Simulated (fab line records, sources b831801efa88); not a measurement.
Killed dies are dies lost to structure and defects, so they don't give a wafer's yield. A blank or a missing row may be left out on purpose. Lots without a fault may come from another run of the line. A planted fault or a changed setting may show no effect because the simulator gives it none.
A struck lot beside a sound one | flow gf180mcu | 15 steps out of a route of 602
Sound: wafers L827.2, L827.4, L827.5. Struck: wafers L830.4, L830.5, L830.6. The cause comes at the end.
At each step with rows: each side's tool, then ch and its chambers, then its first start. Under that, the readings that differ: sound wafers | struck wafers | difference of the means | sigmas: that difference in standard deviations of wafers without a fault.
alike: readings whose means differ by less than 2 such deviations, and words and numbers that are the same on both sides. not compared: withheld readings, readings that some wafer has no value for, bounds like >300 that may hide the same value, and numbers for which the record gives no deviation and whose values overlap.
The two part at a step that has a row with sigmas, a row that says differs or no value, or rows on one side only. Numbers that don't overlap but have no deviation are shown without sigmas and don't part them. A reading that every wafer of one side lacks parts them only if that side has two wafers or more.

GF_M2_SPUTTER_04: material TiN, target thk 50 nm, time 41.7 s.
  sound on pvd_sputter-01, day 22 17:11; struck on pvd_sputter-01, day 23 16:19
  alike: throttle_valve_pct
GF_M2_RS_MEAS_05: measures by four-point-probe.
  sound on film_metro-01, day 22 17:14; struck on film_metro-04, day 23 16:23
  alike: M2_ALCU_RS
GF_M2_THK_MEAS_06: measures by xrf.
  sound on film_metro-01, day 22 17:21; struck on film_metro-04, day 23 16:29
  alike: M2_ALCU_THK
then, 7 steps without rows for these wafers: GF_M2_DEHYDRATE_07 (time 60 s); GF_M2_HMDS_08 (prime time 60 s); GF_M2_COAT_09 (resist thk 1000 nm); GF_M2_SOFTBAKE_10 (time 60 s); GF_M2_EXPOSE_11 (exposes mask Metal2, target cd 280 nm); GF_M2_PEB_12 (peb time 90 s); GF_M2_DEVELOP_13 (develop time 60 s).
GF_M2_CD_MEAS_14: target cd 280 nm.
  sound on cd_sem-02, day 23 15:57; struck on cd_sem-02, day 24 14:35
  alike: cd_nm
GF_M2_OVL_MEAS_15:
  sound on overlay-02, day 23 16:04; struck on overlay-01, day 24 14:40
  alike: M2_OVL
GF_M2_METAL_ETCH_16: etches the open film in Cl2/BCl3, stops on SiO2, target depth 627.5 nm, time 104.6 s.
  sound on rie_metal-03 ch 0,1, day 23 16:05; struck on rie_metal-04 ch 0,1, day 24 14:44
  no value came back on the struck wafers for any of 6 readings (bcl3_flow_sccm (sccm), bias_w (W) and others); on the sound wafers bcl3_flow_sccm (sccm) reads 39.86 40.06 40.01
  reading                             | sound             | struck            | difference | sigmas
  model.KrF_of_M2_COAT_09.thk_nm (nm) | 724.4 727.1 726.7 | 984.8 985.8 985.7 | +259.4     |
  not compared: rf_hours_counter_h
GF_M2_STRIP_17: strips in O2/N2.
  sound on plasma_asher-03 ch 0,1, day 23 16:12; struck on plasma_asher-01 ch 0,1, day 24 14:50
  reading                      | sound             | struck            | difference | sigmas
  drypump_motor_current_A (A)  | 6.6 6.1 6.6       | 5.2 5.3 5.3       | -1.2       | -2
  oes_product_au (a.u.)        | 0.549 0.554 0.558 | 0.659 0.667 0.666 | +0.110     | +23
  strip_time_to_endpoint_s (s) | 7.77 7.80 7.80    | 10.19 10.19 10.21 | +2.41      | +63
  alike: heater_power_w
  not compared: rf_hours_counter_h
then, 1 step without rows for these wafers: GF_M2_STRIP_18 (strips in post etch residue remover, time 1200 s).

WHERE THEY PART
First at GF_M2_METAL_ETCH_16; last, within this record, at GF_M2_STRIP_17.

WHY: what the simulator had put in
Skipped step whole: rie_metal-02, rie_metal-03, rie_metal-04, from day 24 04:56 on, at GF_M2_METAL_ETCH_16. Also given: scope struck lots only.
